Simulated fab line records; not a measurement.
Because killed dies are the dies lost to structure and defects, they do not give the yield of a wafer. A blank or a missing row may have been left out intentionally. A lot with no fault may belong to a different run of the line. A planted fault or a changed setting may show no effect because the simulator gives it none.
The same fault as seen by 2 desks    flow gf180mcu    what lay behind the numbers comes last; until then each desk has only its own

== FROM THE METROLOGY DESK ==
Means of the sampled wafers that have a number, per lot and without regard to the tool the lot ran on: this is what the gauges read. Marked OUT: a lot whose mean sits more than 4 standard deviations from the usual mean, which makes it out of limits; the brackets give that distance.
Columns: A = STI_OXIDATION_01_THK at GF_STI_THK_MEAS_22, usual 14.96 nm; B = DNWELL_TW at GF_DNWELL_TW_MEAS_09, usual 1360; C = HV_LDD_3_TW at GF_HV_LDD_TW_MEAS_38, usual 1446; D = NSD_OVL at GF_NSD_OVL_MEAS_08, usual -0.4 nm
lot   first seen here  A      B                C     D
L878  day 2 04:00      14.99  1362             1462  -1.7
L879  day 2 07:59      14.70  1359             1439  -1.7
L880  day 2 14:04      15.07  1358             1438  0.0
L887  day 4 05:07      15.38  1345             1433  -0.6
L888  day 4 07:09      14.98  1330 (-4.3) OUT  1432  -1.0
L891  day 4 22:28      15.13  1369             1466  -0.3
L892  day 5 03:35      14.90  1356             1450  0.1
L893  day 5 08:14      15.04  1369             1438  0.1
L895  day 5 19:17      15.39  1360             1440  -0.2
L896  day 6 00:26      14.61  1362             1439  0.4
L897  day 6 05:06      14.99  1362             1441  -1.3
L898  day 6 10:41      15.13  1360             1434  1.1
L900  day 6 20:37      14.71  1355             1434  -1.2
L901  day 7 04:54      14.93  1348             1441  -2.0
This desk reports L888 out of limits; the earliest was L888 at day 5 00:05 (DNWELL_TW at GF_DNWELL_TW_MEAS_09). In limits: L878, L879, L880, L887, L891, L892, L893, L895, L896, L897, L898, L900, L901.

== DESK OF THE TOOL OWNER: implanter-04 ==
GF_DNWELL_IMPLANT_07, tool's own readings: per-lot mean of the sampled wafers with a number, covering each lot this tool ran. Marked OUT: a lot whose mean sits more than 4 standard deviations from the usual mean, which makes it out of limits; the brackets give that distance.
Columns: A = dose-ions-cm2 at GF_DNWELL_IMPLANT_07, usual 9.996e+12
lot   first seen here  A
L880  day 3 05:22      9.999e+12
L887  day 4 22:22      9.991e+12
L888  day 4 23:50      9.998e+12
Result from this desk: across the 3 lots, nothing is out of limits.

== TAKEN TOGETHER ==
L888 would have let the metrology desk raise an alarm at day 5 00:05.
Nothing out of limits was seen by the tool owner's desk.
The tool owner's desk has L888 on record, within its limits.
All the named lots went through GF_DNWELL_IMPLANT_07 on implanter-04.

== WHAT HAD BEEN PUT IN BY THE SIMULATOR ==
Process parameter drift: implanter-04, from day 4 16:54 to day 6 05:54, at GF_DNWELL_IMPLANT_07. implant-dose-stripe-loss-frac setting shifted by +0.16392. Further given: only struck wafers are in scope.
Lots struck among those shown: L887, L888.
Per desk, hours elapsed from the start of the fault to the first reading out of limits: for the metrology desk, 7.
